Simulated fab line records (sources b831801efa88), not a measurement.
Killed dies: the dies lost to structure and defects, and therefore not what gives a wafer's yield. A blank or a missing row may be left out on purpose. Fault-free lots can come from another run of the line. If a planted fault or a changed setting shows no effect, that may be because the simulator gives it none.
fab line records	flow sky130
record lots=10	wafers=30	lastDay=50
route steps=708 shown METAL2@501 VIA2@523 METAL3@532 PAD_OPEN@708
lots that met no fault: taken from a fault-free run of the same line
startH: hours from the record's first day to the start of the lot's first wafer shown	waitH: hours elapsed since this lot's preceding step	" repeats the value in the row above	L1.1+2: several wafers, shown together as one row	- either no value or no given start	* or withheld: withheld	< > ~ a bound
route shown NAME@n: NAME is a module with steps in the file, n the number in the route of the first one	usual: mean/standard deviation taken from wafers without a fault	same: alike in all rows	chamber/n: place in a boat	sites: per-site readings	_std_site: standard deviation of those values	_edge_site: inner sites' mean taken away from outer sites' mean	radiusMm: for every site, how far away it sits from the centre of the wafer	mask NAME#n: copy n	behind: tool/chamber where the wafer was last shaped	hold: what put the lot on hold/how long, in hours/how the hold closed	device: the n, p or np transistor that did not switch	end of line: the route-end tests of the same wafers	step lacking rows: just its recipe	killed: dies lost to structure and defects at the first sort, not the wafer's yield	map: per-die view of a wafer (x killed, . not killed, _ where there is no die)
set.NAME: setting as actually run; set.NAME@STEP: the setting as run at that earlier step	model.NAME: the simulator's own value behind a step, which no gauge read
one table for each step of the route and one row for each wafer, over a sample of lots
services: when a tool's chamber went out of use (startH, in hours from the record's first day, below 0 if earlier), for how many hours, and the reason
## steps
# step SKY_METAL2_ETCH_18
# recipe chemistry=N2/H2	target=BARC	ionEnergyEv=200	biasW=100	pressureMtorr=30	n2FlowSccm=100	h2FlowSccm=200	icpW=500	stopOn=SiO2	timeS=45.9	targetDepthA=600
# usual chamberPressureMTorr=29.998/0.027	drypumpMotorCurrentA=5.6/0.36	oesProductAu=0.855/0.0044	rfFwdPowerW=495.9/1.6	throttleValvePct=13.225/0.0091
# same timeS=45.9
lot.wafer	tool	chamber	startH	waitH	chamberPressureMTorr	drypumpMotorCurrentA	oesProductAu	rfFwdPowerW	rfHoursCounterH	throttleValvePct
L681.1	rieMetal-03	0	842.71	0.1	30.006	5.0	0.856	495.3	0	13.225
L681.3	"	0	"	"	30.007	5.0	0.860	495.9	-	13.220
L681.6	"	0	"	"	30.003	5.0	0.858	494.7	-	13.241
L683.1	rieMetal-01	1	887.23	0.0	30.006	5.4	0.853	495.8	9	13.240
L683.4	"	1	"	"	30.018	5.4	0.862	494.5	-	13.227
L683.6	"	0	"	"	29.990	6.0	0.852	497.6	-	13.220
L694.3	rieMetal-01	1	956.45	0.0	30.039	5.4	0.851	495.3	-	13.225
L694.4	"	0	"	"	29.996	6.0	0.853	496.8	-	13.221
L694.5	"	0	"	"	29.997	6.1	0.851	499.0	-	13.222
L693.1	rieMetal-02	0	958.55	0.0	29.983	5.9	0.853	496.8	16	13.223
L693.2	"	1	"	"	29.957	5.9	0.849	496.2	15	13.205
L693.4	"	0	"	"	29.981	5.9	0.853	498.0	-	13.246
L696.2	rieMetal-02	1	962.49	0.1	29.954	5.8	0.849	498.5	-	13.225
L696.3	"	1	"	"	30.011	5.8	0.856	498.2	-	13.238
L696.4	"	1	"	"	29.992	5.8	0.849	496.9	-	13.230
L695.2	rieMetal-02	1	967.33	0.0	30.002	5.8	0.850	497.7	15	13.225
L695.3	"	0	"	"	29.983	6.0	0.858	494.6	-	13.221
L695.5	"	1	"	"	30.039	5.8	0.855	496.4	-	13.230
L698.2	rieMetal-01	0	973.28	0.0	29.980	6.0	0.861	497.7	19	13.225
L698.3	"	1	"	"	30.002	5.4	0.853	493.8	-	13.220
L698.5	"	0	"	"	29.969	6.0	0.853	495.5	-	13.213
L697.3	rieMetal-03	0	976.75	0.0	29.973	5.0	0.853	496.5	-	13.205
L697.4	"	1	"	"	30.008	5.6	0.854	495.1	-	13.217
L697.6	"	0	"	"	30.035	5.0	0.853	495.7	-	13.227
L699.2	rieMetal-03	1	984.01	0.0	29.989	5.5	0.854	496.4	5	13.228
L699.3	"	0	"	"	30.035	5.0	0.860	495.9	-	13.228
L699.5	"	1	"	"	30.019	5.6	0.857	496.1	-	13.225
L701.1	rieMetal-01	0	989.13	0.0	29.976	6.0	0.859	495.9	20	13.225
L701.4	"	1	"	"	30.005	5.4	0.853	493.8	-	13.221
L701.5	"	0	"	"	29.980	6.0	0.853	495.9	-	13.237
# step SKY_VIA2_STRIP_16
# recipe chemistry=O2/N2	powerW=1400	pressureMtorr=1500	platenTempC=withheld	o2FlowSccm=3000	n2FlowSccm=300	overashFraction=0.5
# usual chamberPressureMTorr=1499.8/1.4	drypumpMotorCurrentA=5.6/0.48	oesProductAu=0.396/0.0048	stripTimeToEndpointS=3.994/0.024
lot.wafer	tool	chamber	startH	waitH	chamberPressureMTorr	drypumpMotorCurrentA	oesProductAu	rfHoursCounterH	stripTimeToEndpointS
L681.1	plasmaAsher-01	0	871.57	0.0	1500.0	4.9	0.395	77	4.020
L681.3	"	1	"	"	1501.1	5.7	0.396	-	3.989
L681.6	"	1	"	"	1497.7	5.7	0.397	-	4.012
L683.1	plasmaAsher-01	0	915.09	0.0	1499.5	4.9	0.396	81	3.944
L683.4	"	0	"	"	1498.3	5.0	0.393	-	3.972
L683.6	"	1	"	"	1501.5	5.7	0.398	-	4.004
L694.3	plasmaAsher-01	1	982.03	0.1	1498.5	5.7	0.399	-	4.017
L694.4	"	0	"	"	1498.9	4.9	0.397	-	4.016
L694.5	"	0	"	"	1498.6	4.9	0.397	-	4.007
L693.1	plasmaAsher-03	0	985.34	0.0	1500.5	5.2	0.400	54	4.006
L693.2	"	1	"	"	1498.8	6.3	0.401	54	4.008
L693.4	"	1	"	"	1500.3	6.3	0.395	-	4.030
L696.2	plasmaAsher-03	1	987.47	0.0	1502.0	6.2	0.389	55	4.011
L696.3	"	0	"	"	1499.5	5.3	0.390	-	3.978
L696.4	"	1	"	"	1499.4	6.2	0.399	-	3.959
L695.2	plasmaAsher-02	1	992.12	0.0	1500.7	5.2	0.402	116	4.026
L695.3	"	0	"	"	1499.9	6.1	0.406	-	4.024
L695.5	"	1	"	"	1498.1	5.2	0.395	-	4.039
L698.2	plasmaAsher-02	1	998.68	0.0	1500.9	5.2	0.394	117	3.941
L698.3	"	1	"	"	1501.3	5.2	0.399	-	3.999
L698.5	"	1	"	"	1500.4	5.2	0.390	-	3.975
L697.3	plasmaAsher-03	1	1001.55	0.1	1498.6	6.2	0.386	-	3.992
L697.4	"	0	"	"	1500.1	5.3	0.390	-	4.012
L697.6	"	1	"	"	1499.2	6.2	0.396	-	4.002
L699.2	plasmaAsher-03	0	1008.92	0.0	1499.1	5.2	0.396	57	3.935
L699.3	"	1	"	"	1497.7	6.3	0.401	-	3.996
L699.5	"	0	"	"	1500.3	5.3	0.392	-	3.958
L701.1	plasmaAsher-03	0	1014.02	0.0	1498.7	5.2	0.394	57	4.003
L701.4	"	1	"	"	1504.0	6.2	0.401	-	3.991
L701.5	"	0	"	"	1500.3	5.2	0.393	-	4.008
# step SKY_VIA2_CMP_24
# recipe stopOn=SiO2	tOverpolishS=20	downForcePsi=3.5	platenRpm=60	targetThkNm=0	padVelocityMS=0.94248
# usual edgeZonePressureFrac=1.000/0.0057	motorCurrentA=11.4/1.1	overpolishRunS=19.999/0.0094	platenRpm=60.00/0.039	slurryFilterDpKPa=13.52/0.14	tOverpolishS=20/0	timeToEndpointS=102.3/3
lot.wafer	tool	chamber	startH	waitH	edgeZonePressureFrac	motorCurrentA	overpolishRunS	platenRpm	slurryFilterDpKPa	tOverpolishS	timeToEndpointS
L681.1	cmp-01	1	872.54	0.1	1.008	10.9	20.009	60.00	13.59	20	99.2
L681.3	"	2	"	"	0.997	11.3	19.984	59.96	13.58	20	103.3
L681.6	"	2	"	"	0.987	11.3	20.011	59.95	13.76	20	105.6
L683.1	cmp-02	2	916.11	0.1	1.009	12.2	19.999	59.96	13.41	20	109.7
L683.4	"	0	"	"	0.996	12.7	25.200	59.98	13.43	25.211	108.7
L683.6	"	1	"	"	0.998	9.1	19.999	59.99	13.88	20	104.2
L694.4	cmp-01	0	983.01	0.1	1.000	11.2	19.996	59.96	13.53	20	106.1
L694.3	"	2	"	"	1.002	12.0	20.009	60.02	13.29	20	105.9
L694.5	"	0	"	"	1.000	11.5	20.007	60.04	13.78	20	107.5
L693.1	cmp-02	2	986.32	0.1	1.003	12.3	19.996	59.99	13.57	20	98.6
L693.2	"	3	"	"	1.004	11.1	20.016	59.94	13.64	20	104.1
L693.4	"	0	"	"	1.008	12.3	19.994	59.96	13.36	20	103.5
L696.2	cmp-01	1	988.44	0.0	1.007	11.2	19.998	60.04	13.55	20	95.9
L696.3	"	3	"	"	0.998	11.5	19.998	60.06	13.35	20	103.5
L696.4	"	0	"	"	1.005	11.3	19.994	59.95	13.67	20	101.3
L695.3	cmp-02	3	993.17	0.0	1.006	11.4	20.004	59.95	13.60	20	99.9
L695.2	"	1	"	"	1.006	8.8	20.003	59.96	13.52	20	97.5
L695.5	"	3	"	"	1.002	11.5	20.004	59.98	13.57	20	100.0
L698.3	cmp-01	2	999.64	0.0	1.007	11.4	19.983	59.99	13.15	20	97.4
L698.2	"	1	"	"	0.998	11.0	19.992	60.03	13.80	20	98.9
L698.5	"	2	"	"	1.008	11.6	20.016	59.99	13.35	20	99.4
L697.4	cmp-02	1	1002.59	0.1	0.999	8.9	20.001	60.05	13.51	20	99.8
L697.3	"	2	"	"	0.993	12.1	19.995	60.02	13.44	20	99.7
L697.6	"	3	"	"	0.998	11.2	19.993	59.94	13.51	20	104.1
L699.2	cmp-02	0	1009.95	0.1	0.999	12.2	19.999	60.03	13.51	20	103.4
L699.3	"	2	"	"	0.991	12.0	20.010	60.07	13.34	20	99.4
L699.5	"	3	"	"	1.000	12.0	20.003	60.08	13.41	20	99.7
L701.1	cmp-02	2	1015.01	0.1	0.994	12.5	20.004	59.95	13.78	20	99.8
L701.4	"	3	"	"	0.994	11.8	19.999	59.97	13.60	20	104.2
L701.5	"	2	"	"	0.997	12.0	19.993	59.99	13.39	20	105.2
# step SKY_METAL3_SPUTTER_00
# recipe material=Ti	targetThkNm=15	powerW=3000	timeS=10	chamberPressurePa=0.4
# usual throttleValvePct=29.8/0.84
# same timeS=10
lot.wafer	tool	chamber	startH	waitH	throttleValvePct
L681.1	pvdSputter-03	-	872.84	0.2	28.9
L681.3	"	-	"	"	28.4
L681.6	"	-	"	"	29.6
L683.1	pvdSputter-03	-	916.36	0.2	31.2
L683.4	"	-	"	"	29.0
L683.6	"	-	"	"	29.8
L694.3	pvdSputter-01	-	983.26	0.1	30.0
L694.4	"	-	"	"	29.9
L694.5	"	-	"	"	28.8
L693.1	pvdSputter-01	-	986.62	0.2	29.9
L693.2	"	-	"	"	28.9
L693.4	"	-	"	"	29.7
L696.2	pvdSputter-01	-	988.74	0.2	29.9
L696.3	"	-	"	"	28.8
L696.4	"	-	"	"	30.4
L695.2	pvdSputter-01	-	993.47	0.1	29.5
L695.3	"	-	"	"	29.8
L695.5	"	-	"	"	29.7
L698.2	pvdSputter-02	-	999.94	0.1	30.3
L698.3	"	-	"	"	30.9
L698.5	"	-	"	"	31.0
L697.3	pvdSputter-02	-	1002.79	0.1	30.8
L697.4	"	-	"	"	28.7
L697.6	"	-	"	"	29.9
L699.2	pvdSputter-01	-	1010.20	0.2	29.0
L699.3	"	-	"	"	30.6
L699.5	"	-	"	"	29.8
L701.1	pvdSputter-01	-	1015.31	0.2	29.8
L701.4	"	-	"	"	29.6
L701.5	"	-	"	"	30.4
# step SKY_PAD_OPEN_PROBE_99
# usual defectLimitedYield=82.1/1.8	killed_at_M0_to_M3=44/6.2	killed_at_M4_up=3.3/1.8	killedAtContacts=25/5.8	killedAtFrontEnd=15/4	killedAtOther=0.3/0.49	killedDies=88/8.8	killedOpen=48/6.5	killedShort=39/6.3	sort_bin_3_pad_short=0.9/0.41	sort_bin_5_function=10.6/1.4	sort_bin_6_memory=6.4/1.1	sortNPass=404/8.8	sortYieldPct=82.1/1.8
# same grossDies=492	killedAtBackSide=0	sort_bin_4_leakage[%]=0	sort_bin_8_speed[%]=0
lot.wafer	tool	chamber	startH	waitH	defectLimitedYield[%]	killed_at_M0_to_M3	killed_at_M4_up	killedAtContacts	killedAtFrontEnd	killedAtOther	killedDies	killedOpen	killedShort	sort_bin_3_pad_short[%]	sort_bin_5_function[%]	sort_bin_6_memory[%]	sortNPass	sortYieldPct[%]
L681.1	prober-01	-	1096.90	0.1	82.1	50	3	21	13	1	88	44	44	0.4	11.6	5.9	404	82.1
L681.3	prober-01	-	1097.00	0.2	83.3	39	3	26	14	0	82	48	34	0.2	11.2	5.3	410	83.3
L681.6	prober-01	-	1097.15	0.2	82.5	37	5	26	18	0	86	41	45	1.0	8.7	7.7	406	82.5
L683.1	prober-01	-	1128.26	0.1	81.7	44	2	33	11	0	90	54	36	1.0	9.3	7.9	402	81.7
L683.4	prober-01	-	1128.41	0.2	82.5	38	3	28	16	1	86	50	36	0.2	11.6	5.7	406	82.5
L683.6	prober-01	-	1128.51	0.2	85.8	38	3	15	14	0	70	32	38	0.8	7.9	5.5	422	85.8
L693.1	prober-01	-	1184.42	0.1	80.3	62	3	18	14	0	97	59	38	0.6	11.8	7.3	395	80.3
L693.2	prober-01	-	1184.47	0.1	81.9	47	3	20	19	0	89	52	36	1.2	11.2	5.7	403	81.9
L693.4	prober-01	-	1184.57	0.2	86.2	30	4	23	11	0	68	39	29	0.8	7.9	5.1	424	86.2
L701.1	prober-02	-	1204.27	0.1	80.5	43	4	25	23	1	96	49	44	1.0	12.0	6.5	396	80.5
L701.4	prober-02	-	1204.42	0.2	79.7	41	2	37	19	1	100	46	53	1.2	12.2	6.9	392	79.7
L701.5	prober-02	-	1204.47	0.2	81.7	45	4	28	13	0	90	47	42	1.4	10.6	6.3	402	81.7
# killed by level:class
L681.1 METAL1:geometricParticle:short=10 CONTACT:geometricParticle:open=8 VIA1:geometricParticle:open=8 VIA1:geometricParticle:short=6 VIA3:geometricParticle:open=6 METAL2:geometricParticle:short=5 FIELD_ISO:geometricParticle:open=4 CONTACT:geometricParticle:short=4
L681.3 VIA1:geometricParticle:open=10 CONTACT:geometricParticle:open=9 VIA2:geometricParticle:open=8 LI_CONTACT:geometricParticle:open=7 VIA2:geometricParticle:short=5 POLY_GATE:geometricParticle:open=4 LOCAL_INTERCONNECT:geometricParticle:short=4 CONTACT:geometricParticle:short=4
L681.6 LOCAL_INTERCONNECT:geometricParticle:short=8 VIA1:geometricParticle:open=7 VIA2:geometricParticle:open=7 POLY_GATE:geometricParticle:open=6 CONTACT:geometricParticle:open=6 FIELD_ISO:geometricParticle:short=5 LI_CONTACT:geometricParticle:short=5 METAL2:geometricParticle:short=5
L683.1 CONTACT:geometricParticle:open=16 VIA1:geometricParticle:open=11 VIA1:geometricParticle:short=7 VIA2:geometricParticle:open=7 CONTACT:geometricParticle:short=6 VIA3:geometricParticle:open=5 FIELD_ISO:geometricParticle:open=4 LOCAL_INTERCONNECT:geometricParticle:short=4
L683.4 CONTACT:geometricParticle:open=14 POLY_GATE:geometricParticle:open=7 VIA3:geometricParticle:open=7 VIA1:geometricParticle:open=6 LI_CONTACT:geometricParticle:open=6 POLY_GATE:geometricParticle:short=4 VIA1:geometricParticle:short=4 METAL3:geometricParticle:short=4
L683.6 VIA1:geometricParticle:open=8 LOCAL_INTERCONNECT:geometricParticle:short=6 VIA2:geometricParticle:open=6 METAL1:geometricParticle:short=5 CONTACT:geometricParticle:open=5 METAL2:geometricParticle:short=5 VIA1:geometricParticle:short=5 POLY_GATE:geometricParticle:open=4
L693.1 VIA1:geometricParticle:open=20 CONTACT:geometricParticle:open=9 VIA3:geometricParticle:open=8 VIA2:geometricParticle:open=7 METAL1:geometricParticle:short=7 VIA1:geometricParticle:short=6 METAL2:geometricParticle:short=4 FIELD_ISO:geometricParticle:short=3
L693.2 LI_CONTACT:geometricParticle:open=9 VIA2:geometricParticle:open=8 VIA1:geometricParticle:open=8 CONTACT:geometricParticle:open=7 VIA3:geometricParticle:open=7 METAL1:geometricParticle:short=6 POLY_GATE:geometricParticle:short=4 SPACER:geometricParticle:open=4
L693.4 LI_CONTACT:geometricParticle:open=7 CONTACT:geometricParticle:open=7 VIA1:geometricParticle:open=7 CONTACT:geometricParticle:short=6 VIA1:geometricParticle:short=5 VIA2:geometricParticle:open=5 VIA3:geometricParticle:open=4 FIELD_ISO:geometricParticle:short=3
L701.1 CONTACT:geometricParticle:open=10 VIA1:geometricParticle:open=10 CONTACT:geometricParticle:short=7 VIA1:geometricParticle:short=7 VIA2:geometricParticle:open=7 FIELD_ISO:geometricParticle:short=6 METAL2:geometricParticle:short=6 POLY_GATE:geometricParticle:open=5
L701.4 VIA1:geometricParticle:open=12 CONTACT:geometricParticle:short=10 CONTACT:geometricParticle:open=10 METAL2:geometricParticle:short=8 FIELD_ISO:geometricParticle:short=7 LI_CONTACT:geometricParticle:open=6 LOCAL_INTERCONNECT:geometricParticle:short=6 METAL1:geometricParticle:short=6
L701.5 CONTACT:geometricParticle:short=12 VIA2:geometricParticle:open=11 CONTACT:geometricParticle:open=7 LI_CONTACT:geometricParticle:open=6 VIA3:geometricParticle:open=5 METAL1:geometricParticle:short=5 VIA1:geometricParticle:open=5 METAL2:geometricParticle:short=5
## services
tool	chamber	startH	hours	kind
plasmaAsher-01	-	829.92	0.3	repair
pvdSputter-02	-	830.20	2.3	repair
rieMetal-03	0	831.37	9.2	repair
plasmaAsher-02	-	839.82	0.3	repair
cmp-02	-	845.36	4.0	pm
plasmaAsher-02	-	847.43	1.2	repair
rieMetal-01	1	855.46	4.4	repair
plasmaAsher-01	-	859.56	0.9	repair
cmp-01	-	864.84	4.7	pm
pvdSputter-01	-	897.33	13.1	repair
pvdSputter-01	-	910.19	7.6	repair
cmp-02	-	912.00	4.0	pm
cmp-02	-	914.44	0.7	repair
cmp-02	-	917.88	1.2	repair
pvdSputter-03	-	923.17	8.9	repair
cmp-01	-	935.19	0.8	repair
pvdSputter-02	-	940.01	12.7	repair
plasmaAsher-03	-	949.37	2.8	pm
cmp-02	-	954.66	7.7	pm
rieMetal-02	0	959.34	4.4	repair
plasmaAsher-03	-	970.23	1.9	repair
plasmaAsher-02	-	1005.96	0.9	repair
cmp-01	-	1008.04	2.3	repair
cmp-01	-	1014.07	1.4	repair
## key
firstSign step=SKY_VIA2_CMP_24	reading=tOverpolishS	direction=up	sigmas=99+	usual=20	struck=25.211
effect step=SKY_VIA2_CMP_24	reading=overpolishRunS	direction=up	sigmas=99+	usual=19.999	struck=25.200
metAt SKY_VIA2_CMP_24
struckLots L683
struckWafers L683.4
notActingAt SKY_METAL2_ETCH_18,SKY_VIA2_STRIP_16,SKY_METAL3_SPUTTER_00
fault kind=processParameterDrift	tool=cmp-02	chamber=0	onsetH=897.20	steps=SKY_VIA2_CMP_24	channel=tOverpolishS	offset=5.2113	shape=step	endH=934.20	actsIn=theseRecipesOnly	stated=20
